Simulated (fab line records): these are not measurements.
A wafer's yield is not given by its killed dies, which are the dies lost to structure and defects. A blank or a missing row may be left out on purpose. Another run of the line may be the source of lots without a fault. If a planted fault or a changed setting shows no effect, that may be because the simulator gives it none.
Which of the tools did it? -- flow gf180mcu -- route of 602 steps, sampled at 1 step: 7 lots, 21 wafers

## WHAT THE GAUGES SHOWED, per wafer
GF_STI_THK_MEAS_02.
lot,measured,on,STI_OXIDATION_THK (nm)
L204,day 2 03:59,filmMetro-01,9.88 9.98 9.90
L207,day 2 17:47,filmMetro-01,9.99 10.00 9.94
L209,day 3 03:32,filmMetro-03,9.86 9.76 9.86
L211,day 3 15:51,filmMetro-02,10.02 9.96 9.92
L214,day 4 04:40,filmMetro-03,10.01 9.97 9.91
L218,day 5 00:36,filmMetro-03,9.93 10.02 10.20
L220,day 5 10:56,filmMetro-03,9.69 9.57 9.64

## TOOL THAT RAN EACH LOT (tool first, then ch and the chambers of the sampled wafers, then the start)
The record shows no process step preceding these readings.

## THE ANSWER, worked out from the rows above alone
Rule: usual is defined by the lots themselves. Put in order of their means at a reading, lots are off if they are a third of the lots or fewer, leave a main group of 4 or more, and stand apart from it by a gap of 3 or more times the standard deviation of the main group's means; of several such gaps the widest counts. A main group whose means are all the same, to the digits that the tables above print for the reading, isn't used. A lot without any number at a reading at which 4 lots or more have one is off too. Where the step has rows for the other lots, those lots are counted as sound.
None of the lots is off at any reading shown; this tells nothing.

## WHAT THE SIMULATOR HAD INSERTED
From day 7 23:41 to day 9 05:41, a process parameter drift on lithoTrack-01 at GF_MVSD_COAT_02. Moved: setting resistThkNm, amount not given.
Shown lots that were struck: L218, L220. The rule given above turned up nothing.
